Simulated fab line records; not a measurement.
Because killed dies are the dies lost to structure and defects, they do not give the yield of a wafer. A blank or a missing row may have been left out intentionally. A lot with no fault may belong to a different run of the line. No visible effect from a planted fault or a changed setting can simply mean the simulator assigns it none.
fab line records	flow sky130
[record] lots = 13	wafers = 39	lastDay = 50
route steps=708 shown FIELD_ISO@24 SONOS_ONO@182 POLY_GATE@232 SD_N@349 PAD_OPEN@708
lots that met no fault: taken from a fault-free run of the same line
startH: start of the lot's first displayed wafer, in hours after the record's first day	waitH: how many hours have passed since the lot's step before this one	" repeats the value in the row above	L1.1+2: a row that stands for several wafers	- no value, or no start was given	* or withheld: withheld	< > ~ a bound
route shown NAME@n: a module of which the file shows steps, and the number in the route of the first	usual: the fault-free wafers' mean and standard deviation	same: alike in all rows	chamber/n: place in a boat	sites: per-site readings	_std_site: the standard deviation of these	_edge_site: inner sites' mean taken away from outer sites' mean	radiusMm: for every site, how far away it sits from the centre of the wafer	mask NAME#n: copy n	behind: tool/chamber where the wafer was last shaped	hold: cause of the lot's hold/its duration in hours/its outcome	device: transistor that didn't switch, given as n, p or np	end of line: the same wafers' tests at the end of the route	for a step that has no rows: nothing shown but its recipe	killed: dies that structure and defects cost at the first sort, which is not the same as the wafer's yield	map: the dies of a wafer, with x for killed, . for not killed, _ for no die there
set.NAME: the setting that was run; set.NAME@STEP: the one run at that earlier step	model.NAME: the simulator's own value behind a step, which no gauge read
one table for each step of the route and one row for each wafer, over a sample of lots
services: from which hour (startH, from the record's first day; less than 0 if before it) a tool's chamber was out of use, for how many hours, and why
[[steps]]
[step SKY_FIELD_ISO_THK_MEAS_23]
[recipe] reads = SiO2_of_FIELD_ISO_OXIDATION_22
[usual] FIELD_ISO_OXIDATION_01_THK = 9.93/0.15
lot.wafer	tool	chamber	startH	waitH	FIELD_ISO_OXIDATION_01_THK[nm]
L853.4	filmMetro-04	-	34.69	0.0	9.82
L853.5	"	-	"	"	9.84
L853.6	"	-	"	"	9.85
L854.4	filmMetro-03	-	39.59	0.0	9.90
L854.5	"	-	"	"	9.81
L854.6	"	-	"	"	10.04
L856.1	filmMetro-03	-	48.67	0.0	9.96
L856.3	"	-	"	"	10.18
L856.4	"	-	"	"	9.99
L860.3	filmMetro-03	-	70.34	0.0	9.94
L860.4	"	-	"	"	9.89
L860.6	"	-	"	"	9.85
L861.3	filmMetro-04	-	73.91	0.0	9.87
L861.4	"	-	"	"	9.95
L861.6	"	-	"	"	9.90
L862.1	filmMetro-03	-	77.95	0.0	9.76
L862.4	"	-	"	"	9.76
L862.6	"	-	"	"	9.87
L863.2	filmMetro-03	-	81.94	0.0	9.81
L863.4	"	-	"	"	9.89
L863.5	"	-	"	"	9.87
L866.3	filmMetro-01	-	100.21	0.0	10.01
L866.5	"	-	"	"	10.02
L866.6	"	-	"	"	10.00
L867.1	filmMetro-01	-	105.93	0.0	9.79
L867.2	"	-	"	"	10.10
L867.5	"	-	"	"	10.07
L868.4	filmMetro-01	-	110.04	0.0	10.14
L868.5	"	-	"	"	10.13
L868.6	"	-	"	"	10.23
L869.3	filmMetro-01	-	115.25	0.0	9.99
L869.4	"	-	"	"	9.78
L869.5	"	-	"	"	9.83
L874.1	filmMetro-03	-	143.93	0.0	9.71
L874.3	"	-	"	"	9.95
L874.6	"	-	"	"	9.99
L875.2	filmMetro-03	-	151.05	0.0	9.78
L875.3	"	-	"	"	9.70
L875.6	"	-	"	"	9.93
[step SKY_SONOS_ONO_OVL_MEAS_14]
[usual] SONOS_ONO_OVL = -0.1/1.4
lot.wafer	tool	chamber	startH	waitH	SONOS_ONO_OVL[nm]
L853.4	overlay-02	-	283.37	0.1	-0.4
L853.5	"	-	"	"	-0.8
L853.6	"	-	"	"	-1.0
L854.4	overlay-01	-	289.42	0.1	-0.7
L854.5	"	-	"	"	-2.0
L854.6	"	-	"	"	-0.3
L856.1	overlay-01	-	304.70	0.1	-1.8
L856.3	"	-	"	"	-3.1
L856.4	"	-	"	"	-2.3
L860.3	overlay-01	-	331.01	0.1	-1.3
L860.4	"	-	"	"	1.4
L860.6	"	-	"	"	-0.1
L861.3	overlay-02	-	352.32	0.1	1.4
L861.4	"	-	"	"	0.1
L861.6	"	-	"	"	0.8
L862.1	overlay-01	-	357.05	0.1	-0.7
L862.4	"	-	"	"	-0.8
L862.6	"	-	"	"	-1.1
L863.2	overlay-01	-	358.17	0.1	1.3
L863.4	"	-	"	"	2.3
L863.5	"	-	"	"	0.3
L866.3	overlay-02	-	385.27	0.1	-0.4
L866.5	"	-	"	"	-0.2
L866.6	"	-	"	"	1.3
L867.1	overlay-01	-	392.55	0.1	0.0
L867.2	"	-	"	"	-0.7
L867.5	"	-	"	"	0.4
L868.4	overlay-01	-	394.27	0.1	-1.1
L868.5	"	-	"	"	0.2
L868.6	"	-	"	"	0.3
L869.3	overlay-02	-	416.66	0.1	-2.2
L869.4	"	-	"	"	0.5
L869.5	"	-	"	"	0.8
L874.1	overlay-01	-	470.15	0.1	-0.5
L874.3	"	-	"	"	0.4
L874.6	"	-	"	"	-0.1
L875.2	overlay-01	-	476.06	0.1	-0.4
L875.3	"	-	"	"	-1.2
L875.6	"	-	"	"	-0.8
[step SKY_POLY_GATE_STRIP_18]
[recipe] chemistry = O2/N2	powerW = 1400	pressureMtorr = 1500	platenTempC = withheld	o2FlowSccm = 3000	n2FlowSccm = 300	overashFraction = 0.5
[usual] chamberPressureMTorr = 1500.0/1.4	drypumpMotorCurrentA = 5.79/0.26	oesProductAu = 0.361/0.0047	stripTimeToEndpointS = 3.162/0.027
lot.wafer	tool	chamber	startH	waitH	chamberPressureMTorr	drypumpMotorCurrentA	oesProductAu	rfHoursCounterH	stripTimeToEndpointS
L853.4	plasmaAsher-01	0	370.51	0.1	1501.2	5.59	0.368	-	3.191
L853.5	"	0	"	"	1501.1	5.60	0.361	-	3.210
L853.6	"	1	"	"	1498.8	5.86	0.361	-	3.167
L854.4	plasmaAsher-01	1	377.76	0.1	1500.4	5.85	0.358	-	3.173
L854.5	"	0	"	"	1500.4	5.61	0.358	-	3.167
L854.6	"	1	"	"	1498.6	5.85	0.365	-	3.204
L856.1	plasmaAsher-04	1	396.07	0.0	1500.5	6.10	0.355	27	3.147
L856.3	"	1	"	"	1500.4	6.09	0.362	-	3.144
L856.4	"	0	"	"	1501.4	5.58	0.355	-	3.138
L860.3	plasmaAsher-04	1	428.83	0.1	-	-	-	-	-
L860.4	"	0	"	"	-	-	-	-	-
L860.6	"	1	"	"	-	-	-	-	-
L861.3	plasmaAsher-03	0	453.61	0.1	-	-	-	-	-
L861.4	"	1	"	"	-	-	-	-	-
L861.6	"	0	"	"	-	-	-	-	-
L863.2	plasmaAsher-03	0	455.52	0.0	-	-	-	-	-
L863.4	"	0	"	"	-	-	-	-	-
L863.5	"	1	"	"	-	-	-	-	-
L862.1	plasmaAsher-04	0	459.22	0.0	1499.6	5.58	0.367	34	3.191
L862.4	"	1	"	"	1499.9	6.09	0.366	-	3.189
L862.6	"	1	"	"	1500.2	6.08	0.352	-	3.128
L866.3	plasmaAsher-04	1	486.78	0.1	1498.3	6.09	0.367	-	3.145
L866.5	"	1	"	"	1499.2	6.12	0.360	-	3.159
L866.6	"	0	"	"	1499.0	5.56	0.357	-	3.119
L867.1	plasmaAsher-04	0	492.92	0.0	1499.5	5.58	0.358	37	3.155
L867.2	"	1	"	"	1501.0	6.09	0.354	37	3.132
L867.5	"	0	"	"	1501.0	5.55	0.368	-	3.158
L868.4	plasmaAsher-04	0	495.96	0.0	1503.2	5.57	0.359	-	3.142
L868.5	"	0	"	"	1501.7	5.56	0.364	-	3.099
L868.6	"	1	"	"	1501.1	6.09	0.368	-	3.147
L869.3	plasmaAsher-04	1	516.61	0.1	1499.5	6.11	0.365	-	3.174
L869.4	"	0	"	"	1499.0	5.57	0.362	-	3.153
L869.5	"	1	"	"	1499.4	6.10	0.351	-	3.195
L874.1	plasmaAsher-03	1	567.22	0.0	1501.3	5.41	0.371	12	3.151
L874.3	"	0	"	"	1499.9	6.11	0.361	-	3.195
L874.6	"	1	"	"	1497.7	5.43	0.358	-	3.152
L875.2	plasmaAsher-04	0	574.22	0.0	1500.5	5.56	0.362	46	3.198
L875.3	"	1	"	"	1498.6	6.10	0.357	-	3.124
L875.6	"	0	"	"	1499.4	5.58	0.359	-	3.154
[step SKY_SD_N_CD_MEAS_07]
[recipe] targetCdNm = 380
[usual] cdNm = 379.1/2.2
lot.wafer	tool	chamber	startH	waitH	cdNm
L853.4	cdSem-01	-	645.90	0.1	378.1
L853.5	"	-	"	"	379.2
L853.6	"	-	"	"	380.0
L854.4	cdSem-02	-	656.14	0.1	375.1
L854.5	"	-	"	"	374.5
L854.6	"	-	"	"	374.9
L856.1	cdSem-02	-	672.84	0.1	380.7
L856.3	"	-	"	"	380.0
L856.4	"	-	"	"	381.3
L860.3	cdSem-02	-	704.57	0.1	379.1
L860.4	"	-	"	"	380.6
L860.6	"	-	"	"	380.6
L861.3	cdSem-02	-	724.97	0.1	381.1
L861.4	"	-	"	"	378.4
L861.6	"	-	"	"	383.1
L863.2	cdSem-01	-	727.41	0.1	378.8
L863.4	"	-	"	"	379.4
L863.5	"	-	"	"	378.6
L862.1	cdSem-02	-	728.94	0.1	377.9
L862.4	"	-	"	"	376.9
L862.6	"	-	"	"	379.1
L866.3	cdSem-02	-	754.47	0.1	379.5
L866.5	"	-	"	"	377.6
L866.6	"	-	"	"	383.1
L867.1	cdSem-01	-	761.39	0.1	378.3
L867.2	"	-	"	"	376.5
L867.5	"	-	"	"	378.4
L868.4	cdSem-02	-	763.60	0.1	375.2
L868.5	"	-	"	"	375.9
L868.6	"	-	"	"	374.9
L869.3	cdSem-02	-	781.98	0.1	382.6
L869.4	"	-	"	"	380.0
L869.5	"	-	"	"	382.0
L874.1	cdSem-01	-	825.73	0.1	377.5
L874.3	"	-	"	"	377.9
L874.6	"	-	"	"	376.1
L875.2	cdSem-02	-	832.60	0.1	379.5
L875.3	"	-	"	"	378.0
L875.6	"	-	"	"	378.7
[step SKY_PAD_OPEN_PROBE_99]
[usual] killed_at_M0_to_M3 = 43/6.4	killed_at_M4_up = 3.1/2	killedAtContacts = 24/5.2	killedAtFrontEnd = 15/4.3	killedAtOther = 0.2/0.48	killedDies = 85/9.7	killedOnRim = 17/4.2	killedOpen = 47/6.9	killedShort = 38/6.7
[same] grossDies = 492	killedAtBackSide = 0
lot.wafer	tool	chamber	startH	waitH	killed_at_M0_to_M3	killed_at_M4_up	killedAtContacts	killedAtFrontEnd	killedAtOther	killedDies	killedOnRim	killedOpen	killedShort
L860.3	prober-01	-	1123.81	0.2	35	4	19	434	0	492	96	34	39
L860.4	prober-01	-	1123.86	0.2	45	4	31	412	0	492	96	55	36
L860.6	prober-01	-	1123.96	0.2	42	5	29	416	0	492	96	42	47
L861.3	prober-02	-	1139.14	0.2	35	4	25	428	0	492	96	55	26
L861.4	prober-02	-	1139.19	0.2	44	3	28	417	0	492	96	50	44
L861.6	prober-02	-	1139.29	0.2	47	2	19	423	1	492	96	52	29
L863.2	prober-01	-	1141.71	0.1	36	4	24	428	0	492	96	39	43
L863.4	prober-01	-	1141.81	0.2	40	3	17	432	0	492	96	38	33
L863.5	prober-01	-	1141.86	0.2	46	0	22	422	2	492	96	48	46
L866.3	prober-01	-	1161.09	0.2	31	3	30	21	0	85	12	44	41
L866.5	prober-01	-	1161.19	0.2	42	3	24	17	1	87	16	43	44
L866.6	prober-01	-	1161.24	0.2	52	1	18	21	0	92	14	47	45
L868.4	prober-01	-	1165.69	0.2	61	2	29	17	1	110	26	56	54
L868.5	prober-01	-	1165.74	0.2	34	0	20	18	0	72	19	40	32
L868.6	prober-01	-	1165.79	0.2	46	4	23	19	0	92	13	60	32
L869.3	prober-02	-	1174.68	0.2	35	5	31	8	0	79	19	42	37
L869.4	prober-02	-	1174.73	0.2	36	3	30	19	0	88	10	48	40
L869.5	prober-02	-	1174.78	0.2	39	3	26	8	0	76	22	45	31
// killed by level:class
L860.3 POLY_GATE:areaOxidation=419 VIA1:geometricParticle:short=7 LI_CONTACT:geometricParticle:open=7 VIA2:geometricParticle:open=6 VIA1:geometricParticle:open=5 CONTACT:geometricParticle:open=4 CONTACT:geometricParticle:short=4 VIA3:geometricParticle:open=4
L860.4 POLY_GATE:areaOxidation=401 CONTACT:geometricParticle:open=14 VIA1:geometricParticle:open=12 VIA2:geometricParticle:open=9 VIA3:geometricParticle:open=8 LI_CONTACT:geometricParticle:open=7 VIA1:geometricParticle:short=6 CONTACT:geometricParticle:short=5
L860.6 POLY_GATE:areaOxidation=403 CONTACT:geometricParticle:open=10 VIA2:geometricParticle:open=10 VIA1:geometricParticle:open=7 METAL2:geometricParticle:short=6 POLY_GATE:geometricParticle:short=5 LI_CONTACT:geometricParticle:open=5 CONTACT:geometricParticle:short=5
L861.3 POLY_GATE:areaOxidation=411 CONTACT:geometricParticle:open=13 VIA1:geometricParticle:open=13 LI_CONTACT:geometricParticle:open=7 FIELD_ISO:geometricParticle:open=6 VIA2:geometricParticle:open=6 METAL2:geometricParticle:short=5 FIELD_ISO:geometricParticle:short=4
L861.4 POLY_GATE:areaOxidation=398 VIA1:geometricParticle:open=13 CONTACT:geometricParticle:open=13 METAL2:geometricParticle:short=8 POLY_GATE:geometricParticle:short=7 VIA1:geometricParticle:short=6 LI_CONTACT:geometricParticle:open=6 POLY_GATE:geometricParticle:open=5
L861.6 POLY_GATE:areaOxidation=411 VIA1:geometricParticle:open=18 CONTACT:geometricParticle:open=10 VIA1:geometricParticle:short=7 LI_CONTACT:geometricParticle:open=6 VIA2:geometricParticle:open=6 POLY_GATE:geometricParticle:open=5 VIA2:geometricParticle:short=4
L863.2 POLY_GATE:areaOxidation=410 LI_CONTACT:geometricParticle:open=8 VIA3:geometricParticle:open=7 VIA1:geometricParticle:short=6 CONTACT:geometricParticle:open=6 VIA1:geometricParticle:open=6 FIELD_ISO:geometricParticle:short=5 LOCAL_INTERCONNECT:geometricParticle:short=5
L863.4 POLY_GATE:areaOxidation=421 VIA3:geometricParticle:open=8 CONTACT:geometricParticle:open=7 METAL1:geometricParticle:short=6 VIA1:geometricParticle:open=6 FIELD_ISO:geometricParticle:open=4 LI_CONTACT:geometricParticle:open=4 VIA1:geometricParticle:short=4
L863.5 POLY_GATE:areaOxidation=398 VIA1:geometricParticle:open=14 FIELD_ISO:geometricParticle:short=9 CONTACT:geometricParticle:short=7 POLY_GATE:geometricParticle:open=6 METAL2:geometricParticle:short=6 CONTACT:geometricParticle:open=6 LI_CONTACT:geometricParticle:open=5
L866.3 CONTACT:geometricParticle:open=10 LI_CONTACT:geometricParticle:open=7 CONTACT:geometricParticle:short=7 VIA1:geometricParticle:open=6 POLY_GATE:geometricParticle:short=6 POLY_GATE:geometricParticle:open=5 LI_CONTACT:geometricParticle:short=4 VIA2:geometricParticle:open=4
L866.5 VIA1:geometricParticle:open=9 LI_CONTACT:geometricParticle:open=8 FIELD_ISO:geometricParticle:short=7 VIA2:geometricParticle:open=7 CONTACT:geometricParticle:open=6 CONTACT:geometricParticle:short=6 VIA1:geometricParticle:short=6 POLY_GATE:geometricParticle:open=5
L866.6 VIA1:geometricParticle:open=10 VIA1:geometricParticle:short=7 METAL2:geometricParticle:short=7 VIA3:geometricParticle:open=6 POLY_GATE:geometricParticle:open=6 CONTACT:geometricParticle:open=6 FIELD_ISO:geometricParticle:open=5 CONTACT:geometricParticle:short=5
L868.4 VIA3:geometricParticle:open=11 VIA1:geometricParticle:open=11 LOCAL_INTERCONNECT:geometricParticle:short=9 VIA3:geometricParticle:short=8 CONTACT:geometricParticle:open=7 METAL3:geometricParticle:short=6 CONTACT:geometricParticle:short=6 FIELD_ISO:geometricParticle:open=5
L868.5 VIA1:geometricParticle:open=8 LI_CONTACT:geometricParticle:open=7 FIELD_ISO:geometricParticle:open=6 POLY_GATE:geometricParticle:short=6 METAL2:geometricParticle:short=6 METAL2:geometricParticle:open=5 LOCAL_INTERCONNECT:geometricParticle:short=4 CONTACT:geometricParticle:open=4
L868.6 VIA1:geometricParticle:open=14 CONTACT:geometricParticle:open=10 VIA2:geometricParticle:open=9 LI_CONTACT:geometricParticle:open=8 VIA3:geometricParticle:open=7 FIELD_ISO:geometricParticle:short=6 FIELD_ISO:geometricParticle:open=4 LOCAL_INTERCONNECT:geometricParticle:short=4
L869.3 CONTACT:geometricParticle:open=10 LOCAL_INTERCONNECT:geometricParticle:short=9 VIA3:geometricParticle:open=8 LI_CONTACT:geometricParticle:open=6 METAL2:geometricParticle:short=5 VIA1:geometricParticle:open=5 VIA2:geometricParticle:open=5 VIA3:geometricParticle:short=4
L869.4 CONTACT:geometricParticle:open=10 VIA1:geometricParticle:open=10 VIA3:geometricParticle:open=8 LI_CONTACT:geometricParticle:open=7 FIELD_ISO:geometricParticle:short=6 LOCAL_INTERCONNECT:geometricParticle:short=5 CONTACT:geometricParticle:short=5 FIELD_ISO:geometricParticle:open=4
L869.5 CONTACT:geometricParticle:open=11 VIA1:geometricParticle:open=9 LI_CONTACT:geometricParticle:open=7 METAL2:geometricParticle:short=5 VIA2:geometricParticle:open=5 LI_CONTACT:geometricParticle:short=4 METAL1:geometricParticle:short=4 VIA3:geometricParticle:open=4
[[services]]
tool	chamber	startH	hours	kind
plasmaAsher-01	-	353.43	2.8	pm
plasmaAsher-03	-	421.25	9.0	pm
plasmaAsher-03	0	421.25	9.0	ventCycle
plasmaAsher-03	1	421.25	9.0	ventCycle
plasmaAsher-01	-	423.40	14.6	pm
plasmaAsher-03	0	430.25	-	clean
plasmaAsher-03	1	430.25	-	clean
plasmaAsher-01	-	455.26	1.8	repair
plasmaAsher-03	-	509.29	15.6	pm
plasmaAsher-01	-	562.90	8.4	repair
[[key]]
[firstSign] step = SKY_POLY_GATE_STRIP_18	reading = toolRecord	direction = missing
[effect] step = SKY_PAD_OPEN_PROBE_99	reading = killedAtFrontEnd	direction = up	sigmas = 95	usual = 15	struck = 424
[moreKillsBornAt] SKY_POLY_GATE_OXIDATION_20@furnace-02 = 3672
metAt SKY_POLY_GATE_STRIP_18
struckLots L860,L861,L863
laterRowsLeftOut L860.3,L860.4,L860.6,L861.3,L861.4,L861.6,L863.2,L863.4,L863.5
testerLeftOut L860,L861,L863
notActingAt SKY_FIELD_ISO_THK_MEAS_23,SKY_SONOS_ONO_OVL_MEAS_14,SKY_SD_N_CD_MEAS_07
onsetBetween 396.07 428.83
[fault] kind = skippedStepWhole	tool = plasmaAsher-03,plasmaAsher-04	chamber = -	onsetH = 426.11	steps = SKY_POLY_GATE_STRIP_18	scope = struckLotsOnly
// testerLeftOut: of these lots the tester's yield and bins aren't shown, on N5 and GAA mostly nor the transistor test; their killed dies are dies lost to structure and defects alone, not to doping, threshold or leakage, so they don't give the yield
// laterRowsLeftOut: the simulator's readings of these wafers behind a module that went badly wrong aren't trusted and aren't shown, but for the sort
